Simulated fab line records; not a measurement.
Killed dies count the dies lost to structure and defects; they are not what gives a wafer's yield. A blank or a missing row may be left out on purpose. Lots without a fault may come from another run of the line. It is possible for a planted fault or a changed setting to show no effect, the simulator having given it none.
Which tool is to blame? :: flow gf180mcu :: 24 lots with 72 wafers sampled at 3 steps, on a route of 602 steps

## WHAT THE GAUGES READ, wafer by wafer
GF_M3_RS_MEAS_05: the measuring method here is four-point-probe. Usual: M3_ALCU_RS gives 0.0698 ohm/sq (standard deviation 0.00076).
lot: L074
measured: day 20 07:10
on: film-metro-04
M3_ALCU_RS (ohm/sq): 0.0700 0.0692 0.0687
flag: 

lot: L075
measured: day 20 14:40
on: film-metro-01
M3_ALCU_RS (ohm/sq): 0.0703 0.0695 0.0708
flag: 

lot: L076
measured: day 20 20:22
on: film-metro-01
M3_ALCU_RS (ohm/sq): 0.0688 0.0701 0.0702
flag: 

lot: L077
measured: day 21 15:12
on: film-metro-04
M3_ALCU_RS (ohm/sq): 0.0679 0.0681 0.0688
flag: 

lot: L078
measured: day 21 21:33
on: film-metro-01
M3_ALCU_RS (ohm/sq): 0.0688 0.0696 0.0691
flag: 

lot: L079
measured: day 22 01:38
on: film-metro-01
M3_ALCU_RS (ohm/sq): 0.0699 0.0695 0.0697
flag: 

lot: L080
measured: day 22 15:50
on: film-metro-04
M3_ALCU_RS (ohm/sq): 0.0694 0.0703 0.0710
flag: 

lot: L081
measured: day 23 02:45
on: film-metro-03
M3_ALCU_RS (ohm/sq): 0.0695 0.0695 0.0691
flag: 

lot: L082
measured: day 23 05:58
on: film-metro-04
M3_ALCU_RS (ohm/sq): 0.0692 0.0699 0.0694
flag: 

lot: L083
measured: day 23 18:30
on: film-metro-04
M3_ALCU_RS (ohm/sq): 0.0711 0.0697 0.0701
flag: 

lot: L084
measured: day 24 01:15
on: film-metro-01
M3_ALCU_RS (ohm/sq): 0.0704 0.0696 0.0699
flag: 

lot: L085
measured: day 24 07:33
on: film-metro-04
M3_ALCU_RS (ohm/sq): 0.0698 0.0702 0.0703
flag: 

lot: L086
measured: day 24 15:17
on: film-metro-01
M3_ALCU_RS (ohm/sq): 0.0700 0.0700 0.0696
flag: 

lot: L087
measured: day 25 00:46
on: film-metro-04
M3_ALCU_RS (ohm/sq): 0.0703 0.0705 0.0711
flag: 

lot: L088
measured: day 25 06:50
on: film-metro-04
M3_ALCU_RS (ohm/sq): 0.0696 0.0685 0.0686
flag: 

lot: L089
measured: day 25 19:46
on: film-metro-03
M3_ALCU_RS (ohm/sq): 0.0704 0.0700 0.0714
flag: 

lot: L090
measured: day 25 21:45
on: film-metro-04
M3_ALCU_RS (ohm/sq): 0.0692 0.0690 0.0691
flag: 

lot: L091
measured: day 26 03:13
on: film-metro-01
M3_ALCU_RS (ohm/sq): 0.0687 0.0691 0.0689
flag: 

lot: L092
measured: day 26 12:11
on: film-metro-04
M3_ALCU_RS (ohm/sq): 0.0706 0.0705 0.0698
flag: 

lot: L093
measured: day 26 21:38
on: film-metro-03
M3_ALCU_RS (ohm/sq): 0.0701 0.0690 0.0688
flag: 

lot: L094
measured: day 27 06:10
on: film-metro-03
M3_ALCU_RS (ohm/sq): 0.0694 0.0696 0.0705
flag: 

lot: L095
measured: day 27 11:06
on: film-metro-04
M3_ALCU_RS (ohm/sq): 0.0699 0.0703 0.0709
flag: 

lot: L096
measured: day 27 20:11
on: film-metro-03
M3_ALCU_RS (ohm/sq): 0.0705 0.0707 0.0698
flag: 

lot: L097
measured: day 28 04:48
on: film-metro-01
M3_ALCU_RS (ohm/sq): 0.0697 0.0702 0.0702
flag: 

## WHICH TOOL RAN EACH LOT (tool, then ch and the chambers of the sampled wafers, then the start)
lot: L074
GF_M2_SPUTTER_00: pvd-sputter-03, day 18 04:20
GF_M2_SPUTTER_02: pvd-sputter-03, day 18 04:28

lot: L075
GF_M2_SPUTTER_00: pvd-sputter-04, day 18 10:13
GF_M2_SPUTTER_02: pvd-sputter-04, day 18 10:21

lot: L076
GF_M2_SPUTTER_00: pvd-sputter-04, day 18 16:09
GF_M2_SPUTTER_02: pvd-sputter-04, day 18 16:17

lot: L077
GF_M2_SPUTTER_00: pvd-sputter-03, day 19 11:40
GF_M2_SPUTTER_02: pvd-sputter-03, day 19 11:47

lot: L078
GF_M2_SPUTTER_00: pvd-sputter-01, day 19 19:04
GF_M2_SPUTTER_02: pvd-sputter-01, day 19 19:12

lot: L079
GF_M2_SPUTTER_00: pvd-sputter-04, day 19 21:56
GF_M2_SPUTTER_02: pvd-sputter-04, day 19 22:04

lot: L080
GF_M2_SPUTTER_00: pvd-sputter-04, day 20 12:39
GF_M2_SPUTTER_02: pvd-sputter-04, day 20 12:47

lot: L081
GF_M2_SPUTTER_00: pvd-sputter-04, day 20 23:58
GF_M2_SPUTTER_02: pvd-sputter-04, day 21 00:05

lot: L082
GF_M2_SPUTTER_00: pvd-sputter-03, day 21 04:32
GF_M2_SPUTTER_02: pvd-sputter-03, day 21 04:40

lot: L083
GF_M2_SPUTTER_00: pvd-sputter-01, day 21 15:37
GF_M2_SPUTTER_02: pvd-sputter-01, day 21 15:45

lot: L084
GF_M2_SPUTTER_00: pvd-sputter-04, day 22 00:05
GF_M2_SPUTTER_02: pvd-sputter-04, day 22 00:13

lot: L085
GF_M2_SPUTTER_00: pvd-sputter-04, day 22 07:29
GF_M2_SPUTTER_02: pvd-sputter-04, day 22 07:37

lot: L086
GF_M2_SPUTTER_00: pvd-sputter-03, day 22 15:55
GF_M2_SPUTTER_02: pvd-sputter-03, day 22 16:02

lot: L087
GF_M2_SPUTTER_00: pvd-sputter-04, day 23 00:52
GF_M2_SPUTTER_02: pvd-sputter-04, day 23 01:00

lot: L088
GF_M2_SPUTTER_00: pvd-sputter-01, day 23 07:06
GF_M2_SPUTTER_02: pvd-sputter-01, day 23 07:14

lot: L089
GF_M2_SPUTTER_00: pvd-sputter-03, day 23 21:13
GF_M2_SPUTTER_02: pvd-sputter-03, day 23 21:21

lot: L090
GF_M2_SPUTTER_00: pvd-sputter-01, day 23 23:22
GF_M2_SPUTTER_02: pvd-sputter-01, day 23 23:29

lot: L091
GF_M2_SPUTTER_00: pvd-sputter-03, day 24 05:16
GF_M2_SPUTTER_02: pvd-sputter-03, day 24 05:23

lot: L092
GF_M2_SPUTTER_00: pvd-sputter-03, day 24 14:45
GF_M2_SPUTTER_02: pvd-sputter-03, day 24 14:53

lot: L093
GF_M2_SPUTTER_00: pvd-sputter-01, day 24 23:47
GF_M2_SPUTTER_02: pvd-sputter-01, day 24 23:55

lot: L094
GF_M2_SPUTTER_00: pvd-sputter-04, day 25 09:19
GF_M2_SPUTTER_02: pvd-sputter-04, day 25 09:26

lot: L095
GF_M2_SPUTTER_00: pvd-sputter-04, day 25 13:46
GF_M2_SPUTTER_02: pvd-sputter-04, day 25 13:53

lot: L096
GF_M2_SPUTTER_00: pvd-sputter-01, day 25 23:32
GF_M2_SPUTTER_02: pvd-sputter-01, day 25 23:40

lot: L097
GF_M2_SPUTTER_00: pvd-sputter-03, day 26 08:39
GF_M2_SPUTTER_02: pvd-sputter-03, day 26 08:47
- GF_M2_SPUTTER_00: material Ti, target thk 37.5 nm, time 150 s.
- GF_M2_SPUTTER_02: material AlCu, target thk 450 nm, time 23.9 s.

## WHAT THE TOOLS THEMSELVES READ (means of the sampled wafers that have a number; where no wafer has one, the mark that the record gives instead)
GF_M2_SPUTTER_00. Usual: substrate-temp-c 199.98 C, standard deviation 0.15; throttle-valve-pct 30.0 %, standard deviation 0.83.
lot: L074
tool: pvd-sputter-03
substrate-temp-c (C): 200.02
throttle-valve-pct (%): 29.6
flag: 

lot: L075
tool: pvd-sputter-04
substrate-temp-c (C): 199.95
throttle-valve-pct (%): 29.6
flag: 

lot: L076
tool: pvd-sputter-04
substrate-temp-c (C): 199.97
throttle-valve-pct (%): 29.7
flag: 

lot: L077
tool: pvd-sputter-03
substrate-temp-c (C): 199.88
throttle-valve-pct (%): 31.1
flag: 

lot: L078
tool: pvd-sputter-01
substrate-temp-c (C): 200.07
throttle-valve-pct (%): 29.7
flag: 

lot: L079
tool: pvd-sputter-04
substrate-temp-c (C): 199.94
throttle-valve-pct (%): 29.8
flag: 

lot: L080
tool: pvd-sputter-04
substrate-temp-c (C): 199.86
throttle-valve-pct (%): 29.8
flag: 

lot: L081
tool: pvd-sputter-04
substrate-temp-c (C): 199.88
throttle-valve-pct (%): 29.8
flag: 

lot: L082
tool: pvd-sputter-03
substrate-temp-c (C): 199.85
throttle-valve-pct (%): 31.1
flag: 

lot: L083
tool: pvd-sputter-01
substrate-temp-c (C): 200.09
throttle-valve-pct (%): 30.6
flag: 

lot: L084
tool: pvd-sputter-04
substrate-temp-c (C): 200.01
throttle-valve-pct (%): 30.1
flag: 

lot: L085
tool: pvd-sputter-04
substrate-temp-c (C): 200.03
throttle-valve-pct (%): 29.9
flag: 

lot: L086
tool: pvd-sputter-03
substrate-temp-c (C): 200.12
throttle-valve-pct (%): 29.6
flag: 

lot: L087
tool: pvd-sputter-04
substrate-temp-c (C): 200.10
throttle-valve-pct (%): 29.7
flag: 

lot: L088
tool: pvd-sputter-01
substrate-temp-c (C): 199.88
throttle-valve-pct (%): 29.8
flag: 

lot: L089
tool: pvd-sputter-03
substrate-temp-c (C): 199.90
throttle-valve-pct (%): 30.3
flag: 

lot: L090
tool: pvd-sputter-01
substrate-temp-c (C): 200.04
throttle-valve-pct (%): 29.7
flag: 

lot: L091
tool: pvd-sputter-03
substrate-temp-c (C): 200.06
throttle-valve-pct (%): 29.4
flag: 

lot: L092
tool: pvd-sputter-03
substrate-temp-c (C): 200.01
throttle-valve-pct (%): 29.5
flag: 

lot: L093
tool: pvd-sputter-01
substrate-temp-c (C): 199.92
throttle-valve-pct (%): 29.8
flag: 

lot: L094
tool: pvd-sputter-04
substrate-temp-c (C): 199.88
throttle-valve-pct (%): 29.9
flag: 

lot: L095
tool: pvd-sputter-04
substrate-temp-c (C): 199.90
throttle-valve-pct (%): 29.8
flag: 

lot: L096
tool: pvd-sputter-01
substrate-temp-c (C): 199.90
throttle-valve-pct (%): 29.8
flag: 

lot: L097
tool: pvd-sputter-03
substrate-temp-c (C): 199.96
throttle-valve-pct (%): 31.0
flag: 

GF_M2_SPUTTER_02. Usual: 30.1 % for throttle-valve-pct, sd 0.83.
lot: L074
tool: pvd-sputter-03
throttle-valve-pct (%): 29.6
flag: 

lot: L075
tool: pvd-sputter-04
throttle-valve-pct (%): 29.6
flag: 

lot: L076
tool: pvd-sputter-04
throttle-valve-pct (%): 29.7
flag: 

lot: L077
tool: pvd-sputter-03
throttle-valve-pct (%): 31.3
flag: 

lot: L078
tool: pvd-sputter-01
throttle-valve-pct (%): 29.9
flag: 

lot: L079
tool: pvd-sputter-04
throttle-valve-pct (%): 29.8
flag: 

lot: L080
tool: pvd-sputter-04
throttle-valve-pct (%): 29.8
flag: 

lot: L081
tool: pvd-sputter-04
throttle-valve-pct (%): 29.9
flag: 

lot: L082
tool: pvd-sputter-03
throttle-valve-pct (%): 30.9
flag: 

lot: L083
tool: pvd-sputter-01
throttle-valve-pct (%): 30.6
flag: 

lot: L084
tool: pvd-sputter-04
throttle-valve-pct (%): 30.0
flag: 

lot: L085
tool: pvd-sputter-04
throttle-valve-pct (%): 29.9
flag: 

lot: L086
tool: pvd-sputter-03
throttle-valve-pct (%): 29.6
flag: 

lot: L087
tool: pvd-sputter-04
throttle-valve-pct (%): 29.8
flag: 

lot: L088
tool: pvd-sputter-01
throttle-valve-pct (%): 29.9
flag: 

lot: L089
tool: pvd-sputter-03
throttle-valve-pct (%): 30.5
flag: 

lot: L090
tool: pvd-sputter-01
throttle-valve-pct (%): 30.0
flag: 

lot: L091
tool: pvd-sputter-03
throttle-valve-pct (%): 29.5
flag: 

lot: L092
tool: pvd-sputter-03
throttle-valve-pct (%): 29.6
flag: 

lot: L093
tool: pvd-sputter-01
throttle-valve-pct (%): 29.8
flag: 

lot: L094
tool: pvd-sputter-04
throttle-valve-pct (%): 30.1
flag: 

lot: L095
tool: pvd-sputter-04
throttle-valve-pct (%): 29.6
flag: 

lot: L096
tool: pvd-sputter-01
throttle-valve-pct (%): 29.8
flag: 

lot: L097
tool: pvd-sputter-03
throttle-valve-pct (%): 31.0
flag: 

## THE ANSWER, worked out from the rows above alone
Rule: take the mean of a lot's wafers that have a number; if it is more than 3 standard deviations from the usual mean, the lot is off. Also off: a lot with no number at a reading for which 4 or more lots have one. All remaining lots with rows at the step are treated as sound. After the gauges, taken in route order, come the tools' own readings; for these a lot's mean is taken, as printed above. At the first step where some lot is off, the reading lying furthest off is the one used; lots without a number count as furthest.
Across all readings shown, no lot is off: no conclusion can be drawn from this.

## WHAT THE SIMULATOR PUT IN
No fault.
